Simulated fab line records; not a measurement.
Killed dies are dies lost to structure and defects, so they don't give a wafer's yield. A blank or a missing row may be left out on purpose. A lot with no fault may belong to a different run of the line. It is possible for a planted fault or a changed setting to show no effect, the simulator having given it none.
What tool caused it? ; flow sky130 ; 33 wafers from 11 lots sampled at 8 of the route's 708 steps

## WHAT EACH GAUGE READ, for each wafer
SKY_SONOS_TUNNEL_TW_MEAS_12.
lot;measured;on;SONOS_TUNNEL_TW
L366;day 11 11:04;film_metro-01;192.7 194.1 192.8
L368;day 12 06:10;film_metro-01;194.2 193.9 193.4
L367;day 12 07:17;film_metro-04;195.4 197.2 196.1
L370;day 12 21:18;film_metro-02;201.5 200.8 201.8
L373;day 13 18:53;film_metro-01;193.5 194.2 193.9
L375;day 14 09:55;film_metro-04;195.5 194.5 193.4
L380;day 16 03:22;film_metro-01;194.0 192.7 193.1
L381;day 16 11:17;film_metro-02;199.7 199.9 199.5
L382;day 16 20:47;film_metro-02;198.9 199.1 198.4
L387;day 18 14:29;film_metro-01;193.8 194.3 194.4
L389;day 18 21:40;film_metro-01;193.9 193.3 194.4

SKY_SONOS_ONO_OVL_MEAS_14.
lot;measured;on;SONOS_ONO_OVL (nm)
L366;day 12 17:04;overlay-02;-3.2 -2.4 -4.0
L368;day 13 14:26;overlay-01;1.2 1.2 -0.1
L367;day 13 14:08;overlay-02;-2.7 -2.4 -1.5
L370;day 14 04:02;overlay-01;-1.6 -2.0 -0.8
L373;day 15 01:57;overlay-02;-3.5 -1.5 -1.5
L375;day 15 18:52;overlay-02;-1.6 0.1 0.2
L380;day 17 16:10;overlay-01;-0.9 -1.8 0.0
L381;day 18 05:08;overlay-02;-0.4 -0.5 0.1
L382;day 18 14:30;overlay-01;0.9 -1.1 1.2
L387;day 21 23:05;overlay-02;-2.8 -3.0 -1.8
L389;day 21 22:51;overlay-01;-0.5 -0.7 1.6

SKY_LDD_N_OVL_MEAS_07.
lot;measured;on;LDD_N_OVL (nm)
L366;day 17 21:36;overlay-01;4.3 3.6 0.9
L368;day 19 01:50;overlay-02;1.8 3.7 2.2
L367;day 19 02:08;overlay-01;-0.8 -0.1 1.4
L370;day 19 11:23;overlay-02;1.9 2.8 1.6
L373;day 20 11:54;overlay-02;1.6 0.8 2.0
L375;day 21 02:55;overlay-01;1.0 0.4 1.8
L380;day 23 10:11;overlay-02;-0.7 1.7 0.7
L381;day 23 20:14;overlay-01;5.2 2.0 3.2
L382;day 24 01:24;overlay-01;-0.2 -0.3 0.4
L387;day 27 10:26;overlay-02;0.0 0.1 1.3
L389;day 27 07:40;overlay-02;0.7 1.1 -0.4

SKY_LDD_HVP_TW_MEAS_10.
lot;measured;on;LDD_HVP_TW
L366;day 21 17:23;film_metro-01;449 449 449
L368;day 22 23:17;film_metro-02;464 461 465
L367;day 22 23:50;film_metro-01;449 452 453
L370;day 23 07:22;film_metro-02;462 462 459
L373;day 24 09:17;film_metro-04;862 860 861
L375;day 25 00:53;film_metro-02;865 863 865
L380;day 27 04:52;film_metro-04;452 453 453
L381;day 27 15:04;film_metro-02;460 461 460
L382;day 27 19:52;film_metro-02;459 462 461
L387;day 31 00:26;film_metro-01;449 449 447
L389;day 30 21:22;film_metro-02;459 459 458

SKY_LDD_LDN_TW_MEAS_13.
lot;measured;on;LDD_LDN_TW
L366;day 23 01:11;film_metro-01;1454 1461 1459
L368;day 24 06:46;film_metro-03;1461 1449 1464
L367;day 24 06:56;film_metro-01;1464 1456 1466
L370;day 24 13:49;film_metro-01;1470 1460 1459
L373;day 25 15:41;film_metro-04;1544 1536 1540
L375;day 26 07:44;film_metro-04;1538 1539 1541
L380;day 28 10:28;film_metro-01;1462 1458 1459
L381;day 28 20:33;film_metro-01;1456 1461 1459
L382;day 29 00:44;film_metro-04;1456 1463 1465
L387;day 32 04:19;film_metro-03;1466 1456 1462
L389;day 32 01:31;film_metro-04;1450 1462 1453

SKY_RES_XHIGH_TW_MEAS_09.
lot;measured;on;RES_XHIGH_TW
L366;day 26 21:47;film_metro-02;1667 1665 1680
L368;day 28 00:23;film_metro-02;1654 1654 1673
L367;day 28 01:51;film_metro-03;1611 1611 1621
L370;day 28 08:08;film_metro-03;1620 1611 1611
L373;day 29 11:03;film_metro-03;1700 1692 1694
L375;day 30 00:12;film_metro-03;1691 1690 1684
L380;day 32 00:38;film_metro-02;1661 1667 1667
L381;day 32 10:37;film_metro-03;1625 1628 1609
L382;day 32 12:26;film_metro-03;1619 1623 1628
L387;day 35 14:54;film_metro-03;1617 1615 1613
L389;day 35 11:59;film_metro-03;1611 1619 1618

## WHICH TOOL RAN EACH LOT (tool, then ch and the chambers of the sampled wafers, then the start)
lot;SKY_LDD_HVN_COAT_02;SKY_LDD_HVN_STRIP_09
L366;litho_track-02 ch 0, day 19 19:29;plasma_asher-04 ch 0,1, day 20 10:58
L368;litho_track-04 ch 0, day 21 00:04;plasma_asher-04 ch 1, day 21 16:07
L367;litho_track-03 ch 0, day 21 00:17;plasma_asher-03 ch 0,1, day 21 16:22
L370;litho_track-04 ch 0, day 21 09:34;plasma_asher-04 ch 0,1, day 22 01:04
L373;litho_track-04 ch 0, day 22 10:11;plasma_asher-03 ch 0,1, day 23 02:52
L375;litho_track-04 ch 0, day 23 03:19;plasma_asher-04 ch 0,1, day 23 18:31
L380;litho_track-03 ch 0, day 25 07:20;plasma_asher-02 ch 0,1, day 25 23:06
L381;litho_track-02 ch 0, day 25 19:02;plasma_asher-04 ch 0,1, day 26 09:54
L382;litho_track-04 ch 0, day 26 00:02;plasma_asher-03 ch 0,1, day 26 14:43
L387;litho_track-03 ch 0, day 29 05:53;plasma_asher-04 ch 0,1, day 29 20:06
L389;litho_track-03 ch 0, day 29 02:52;plasma_asher-04 ch 0,1, day 29 17:03
- SKY_LDD_HVN_COAT_02: resist thk 300 nm.
- SKY_LDD_HVN_STRIP_09: strips in O2/N2.

## AS READ BY THE TOOLS THEMSELVES (means over the sampled wafers that have a number; for cases with no such wafer, the mark the record gives instead)
SKY_LDD_HVN_STRIP_09.
lot;tool;drypump_motor_current_A (A);n2_flow_sccm (sccm);oes_product_au (a.u.);strip_time_to_endpoint_s (s)
L366;plasma_asher-04;6.0;298.2;0.408;4.134
L368;plasma_asher-04;5.8;299.3;0.412;4.123
L367;plasma_asher-03;6.2;300.8;0.404;4.137
L370;plasma_asher-04;6.2;298.9;0.407;4.122
L373;plasma_asher-03;6.2;300.2;0.307;1.597
L375;plasma_asher-04;6.2;299.1;0.307;1.603
L380;plasma_asher-02;6.1;300.3;0.408;4.143
L381;plasma_asher-04;6.2;300.7;0.404;4.151
L382;plasma_asher-03;6.2;299.2;0.412;4.138
L387;plasma_asher-04;6.2;300.2;0.407;4.128
L389;plasma_asher-04;6.2;299.1;0.406;4.135

## THE ANSWER, worked out from the rows above alone
Rule: the usual values come from the lots themselves. Put in order of their means at a reading, lots are off if they are a third of the lots or fewer, leave a main group of 4 or more, and stand apart from it by a gap of 3 or more times the standard deviation of the main group's means; of several such gaps the widest counts. The tables above print the reading to a certain number of digits; a main group whose means all agree to those digits is not used. A lot without any number at a reading at which 4 lots or more have one is off too. All remaining lots with rows at the step are treated as sound. First the gauges in route order, then the tools' own readings, where a lot's mean is used as printed above. At the first step where some lot is off, the reading lying furthest off is the one used; lots without a number count as furthest.
Off: at SKY_LDD_HVP_TW_MEAS_10 (LDD_HVP_TW), L373, L375. Main group: mean 456, sd 5.4.
If a tool, at a process step before that reading, ran all the lots that are off and no sound lot after the first of them, it fits. Not tried: the gauges at SKY_LDD_HVP_TW_MEAS_10; whatever is off there is also off at SKY_LDD_HVN_STRIP_09, on other tools, and gauge error can't account for it. Of those tried, none fits.

## WHAT HAD BEEN PUT IN BY THE SIMULATOR
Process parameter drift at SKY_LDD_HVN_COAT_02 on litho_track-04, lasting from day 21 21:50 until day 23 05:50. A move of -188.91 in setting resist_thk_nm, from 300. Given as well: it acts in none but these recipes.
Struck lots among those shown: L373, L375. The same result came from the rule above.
